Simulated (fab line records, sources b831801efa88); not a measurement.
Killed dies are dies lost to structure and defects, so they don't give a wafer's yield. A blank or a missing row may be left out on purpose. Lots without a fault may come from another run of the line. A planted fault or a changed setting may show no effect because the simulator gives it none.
Which tool did it? | flow sky130 | 11 lots, 33 wafers sampled, at 1 step of a route of 708

WHAT THE GAUGES READ, wafer by wafer
SKY_SONOS_ONO_OVL_MEAS_14.
lot  | measured     | on         | SONOS_ONO_OVL (nm)
L791 | day 13 15:37 | overlay-01 | -3.0 -3.1 -2.6
L792 | day 14 09:26 | overlay-02 | 0.5 -2.8 -1.2
L794 | day 14 11:07 | overlay-01 | 1.2 -1.1 1.2
L796 | day 15 18:25 | overlay-02 | -2.2 0.0 -1.6
L799 | day 16 16:58 | overlay-01 | 0.0 -3.0 -0.5
L805 | day 19 01:19 | overlay-02 | -0.3 -1.7 -1.5
L804 | day 19 03:11 | overlay-01 | 1.1 -0.2 -1.3
L806 | day 19 05:43 | overlay-02 | 0.6 0.9 2.1
L808 | day 19 15:02 | overlay-02 | 0.7 -2.0 -3.7
L810 | day 20 03:31 | overlay-02 | 0.3 2.7 3.6
L811 | day 20 17:22 | overlay-02 | -0.1 0.7 -0.6

WHICH TOOL RAN EACH LOT (tool, then ch and the chambers of the sampled wafers, then the start)
The record holds no process step before these readings.

THE ANSWER, worked out from the rows above alone
Rule: what is usual is taken from the lots themselves. Put in order of their means at a reading, lots are off if they are a third of the lots or fewer, leave a main group of 4 or more, and stand apart from it by a gap of 3 or more times the standard deviation of the main group's means; of several such gaps the widest counts. A main group whose means are all the same, to the digits that the tables above print for the reading, isn't used. A lot without any number at a reading at which 4 lots or more have one is off too. The other lots that the step has rows for count as sound.
No lot is off at any reading shown: from this, nothing can be told.

WHAT THE SIMULATOR HAD PUT IN
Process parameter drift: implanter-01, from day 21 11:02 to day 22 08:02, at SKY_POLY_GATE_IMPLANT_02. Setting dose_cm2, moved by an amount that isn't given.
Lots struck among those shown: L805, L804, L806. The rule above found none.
